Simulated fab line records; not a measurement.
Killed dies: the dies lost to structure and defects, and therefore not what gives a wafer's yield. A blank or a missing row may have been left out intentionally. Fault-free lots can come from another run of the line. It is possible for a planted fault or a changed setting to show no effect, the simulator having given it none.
A struck lot beside a sound one | flow sky130 | 24 out of 708 route steps
Sound: these wafers, L282.1, L282.3, L282.4. Struck: wafers L286.2, L286.4, L286.6. The cause is named last.
At each step with rows: each side's tool, then ch and its chambers, then its first start. Under that, the readings that differ: sound wafers | struck wafers | difference of the means | sigmas: that difference in standard deviations of wafers without a fault.
alike: words and numbers the same on both sides, and readings whose means are apart by under 2 such deviations; not compared: readings that were withheld, readings missing a value for some wafer, numbers with overlapping values and no deviation given by the record, and bounds like >300 which may hide the same value.
The two part at a step that has a row with sigmas, a row that says differs or no value, or rows on one side only. Non-overlapping numbers with no deviation appear without sigmas and do not part them. A reading missing from all wafers of one side parts the sides only when that side holds two or more wafers.

first, 1 step without rows for these wafers: SKY_LI_CONTACT_SPUTTER_19 (material Ti, target thk 20 nm, time 106.37 s).
SKY_LI_CONTACT_SPUTTER_20: material TiN, target thk 20 nm, time 80 s.
  sound: pvdSputter-02 at day 32 18:44; struck: pvdSputter-03 at day 33 16:38
  alike: throttleValvePct
SKY_LI_CONTACT_CVD_21: deposits W, target thk 400 nm, time 120.56 s.
  sound on cvdW-01 ch 0,1, day 32 18:48; struck on cvdW-01 ch 0,1, day 33 16:41
  alike: heaterPowerW
SKY_LI_CONTACT_RS_MEAS_22: measurement is done with a four-point probe.
  sound: filmMetro-04 at day 32 18:56; struck: filmMetro-03 at day 33 16:50
  alike: LI_CONTACT_W_RS
SKY_LI_CONTACT_THK_MEAS_23: measures by xrf.
  sound: filmMetro-04 at day 32 19:03; struck: filmMetro-03 at day 33 16:56
  alike: LI_CONTACT_W_THK
SKY_LI_CONTACT_CMP_24: polishes, stops on PSG, t overpolish 20 s, target thk 0 nm.
  sound on cmp-01 ch 0,1,2, day 32 19:07; struck on cmp-02 ch 1,2,3, day 33 16:59
  alike: headPressurePsi, motorCurrentA, overpolishRunS, timeToEndpointS
SKY_LOCAL_INTERCONNECT_SPUTTER_00: material TiN, target thk 100 nm, time 83.3 s.
  sound: pvdSputter-02 at day 32 19:25; struck: pvdSputter-04 at day 33 17:17
  alike: throttleValvePct
SKY_LOCAL_INTERCONNECT_RS_MEAS_01: measurement is done with a four-point probe.
  sound: filmMetro-03 at day 32 19:28; struck: filmMetro-03 at day 33 17:23
  alike: LOCAL_INTERCONNECT_TIN_RS
SKY_LOCAL_INTERCONNECT_THK_MEAS_02: measures by xrf.
  sound: filmMetro-03 at day 32 19:35; struck: filmMetro-03 at day 33 17:29
  alike: LOCAL_INTERCONNECT_TIN_THK
then, 3 steps without rows for these wafers: SKY_LOCAL_INTERCONNECT_DEHYDRATE_03 (time 60 s); SKY_LOCAL_INTERCONNECT_HMDS_04 (prime time 60 s); SKY_LOCAL_INTERCONNECT_COAT_05 (resist thk 60 nm).
SKY_LOCAL_INTERCONNECT_COAT_06: resist thk 450 nm.
  sound on lithoTrack-04 ch 0, day 33 08:00; struck on lithoTrack-04 ch 0, day 34 06:00
reading                                                  | sound             | struck            | difference | sigmas
model.KrF-thick_of_LOCAL_INTERCONNECT_COAT_06.thkNm (nm) | 448.6 448.6 448.9 | 400.8 399.8 399.7 | -48.6      | 
  alike: chillPlateTempC
then, 4 steps without rows for these wafers: SKY_LOCAL_INTERCONNECT_SOFTBAKE_07 (time 90 s); SKY_LOCAL_INTERCONNECT_EXPOSE_08 (exposes mask LI1M, target cd 170 nm); SKY_LOCAL_INTERCONNECT_PEB_09; SKY_LOCAL_INTERCONNECT_DEVELOP_10 (develop time 60 s).
SKY_LOCAL_INTERCONNECT_CD_MEAS_11 targets a cd of 170 nm.
  sound: cdSem-02 at day 33 22:07; struck: cdSem-01 at day 34 20:26
  alike: cdNm
SKY_LOCAL_INTERCONNECT_OVL_MEAS_12:
  sound: overlay-01 at day 33 22:14; struck: overlay-02 at day 34 20:32
  alike: LOCAL_INTERCONNECT_OVL
SKY_LOCAL_INTERCONNECT_ETCH_13: etches BARC in N2/H2, stops on SiO2, time 45.9 s, target depth 60 nm.
  sound on rieMetal-02 ch 0,1, day 33 22:17; struck on rieMetal-01 ch 0,1, day 34 20:34
  alike: drypumpMotorCurrentA, n2FlowSccm, oesProductAu, throttleValvePct
  not compared: rfHoursCounterH
SKY_LOCAL_INTERCONNECT_METAL_ETCH_14: etches TiN in Cl2/BCl3, stops on PSG, target depth 110 nm, time 31.4 s.
  sound on rieMetal-02 ch 0,1, day 33 22:20; struck on rieMetal-01 ch 0,1, day 34 20:37
reading                                                  | sound         | struck          | difference | sigmas
model.KrF-thick_of_LOCAL_INTERCONNECT_COAT_06.thkNm (nm) | 345.9 348 347 | 301.5 300 299.7 | -46.6      | 
  alike: drypumpMotorCurrentA, oesProductAu, throttleValvePct
  not compared: rfHoursCounterH
SKY_LOCAL_INTERCONNECT_STRIP_15: strips in O2/N2.
  sound on plasmaAsher-01 ch 0,1, day 33 22:23; struck on plasmaAsher-04 ch 0,1, day 34 20:41
reading                  | sound             | struck            | difference | sigmas
oesProductAu (a.u.)      | 0.430 0.428 0.425 | 0.402 0.401 0.411 | -0.023     | -5
stripTimeToEndpointS (s) | 4.707 4.721 4.708 | 4.244 4.205 4.216 | -0.490     | -20
  alike: drypumpMotorCurrentA, n2FlowSccm
  not compared: rfHoursCounterH
then, 1 step without rows for these wafers: SKY_LOCAL_INTERCONNECT_STRIP_16 (strips in post etch residue remover, time 1200 s).
-- the record jumps here: 14 days lie between the struck wafers' starts before and after (it left off in module LOCAL_INTERCONNECT and takes up again in module PAD_OPEN, whose first step shown is number 708 of the route) --
SKY_PAD_OPEN_PROBE_99:
  sound: prober-01 at day 48 05:53; struck: prober-01 at day 49 00:41
  alike: killed_at_M0_to_M3, killed_at_M4_up, killedAtContacts, killedAtFrontEnd, killedAtOther, killedDies, killedOnRim, killedOpen, killedShort

## WHERE THEY PART
Only at SKY_LOCAL_INTERCONNECT_STRIP_15, as far as this record shows. Later steps at which nothing parts them and some readings are alike: SKY_PAD_OPEN_PROBE_99.

WHY: whatever the simulator had introduced
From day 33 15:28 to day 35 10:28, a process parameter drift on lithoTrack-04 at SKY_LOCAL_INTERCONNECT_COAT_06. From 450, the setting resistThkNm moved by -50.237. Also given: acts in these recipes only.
